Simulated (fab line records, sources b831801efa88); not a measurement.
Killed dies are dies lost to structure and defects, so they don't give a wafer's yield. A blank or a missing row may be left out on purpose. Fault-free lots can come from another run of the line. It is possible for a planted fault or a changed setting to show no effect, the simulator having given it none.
Matching of chambers    flow sky130    4 sister chambers for SKY_LI_CONTACT_CMP_02 on cmp-01
The step polishes PSG. 4 wafers are shown with their chamber, then 6 later ones without.

WAFERS PAIRED WITH THEIR CHAMBERS
wafer   chamber  motor-current-A (A)
L279.1  0        10.5
L279.5  1        11.8
L278.4  3        13.7
L278.5  2        11.8

WAFERS MISSING THEIR CHAMBER
wafer   motor-current-A (A)
L281.1  10.3
L281.3  11.9
L281.5  14.2
L293.1  10.7
L293.4  14.1
L293.6  11.2

WHICH CHAMBER EACH ONE RAN IN
wafer   from the rows above           in truth
L281.1  0                             0
L281.3  can't be placed: 1 or 2       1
L281.5  3                             3
L293.1  0                             0
L293.4  3                             3
L293.6  can't be placed: 1 or 2 or 0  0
Correctly placed: 4 of 6. Not placeable from these rows: 2 (in 2, the candidates include the true chamber). 0 placed wrongly.
How it was worked out, from the rows above alone: a wafer's distance from a chamber is the root of the sum, over the readings, of the square of ((its reading less the chamber's mean) divided by the reading's scatter). If the next closest chamber is less than 2 further off than the closest, the wafer can't be placed; otherwise it belongs to the closest. For every chamber, the mean is computed from those of its wafers that are shown. The scatter (one wafer shown for each chamber): square how far every hidden wafer sits from the nearest shown wafer, average those squares and take the square root.
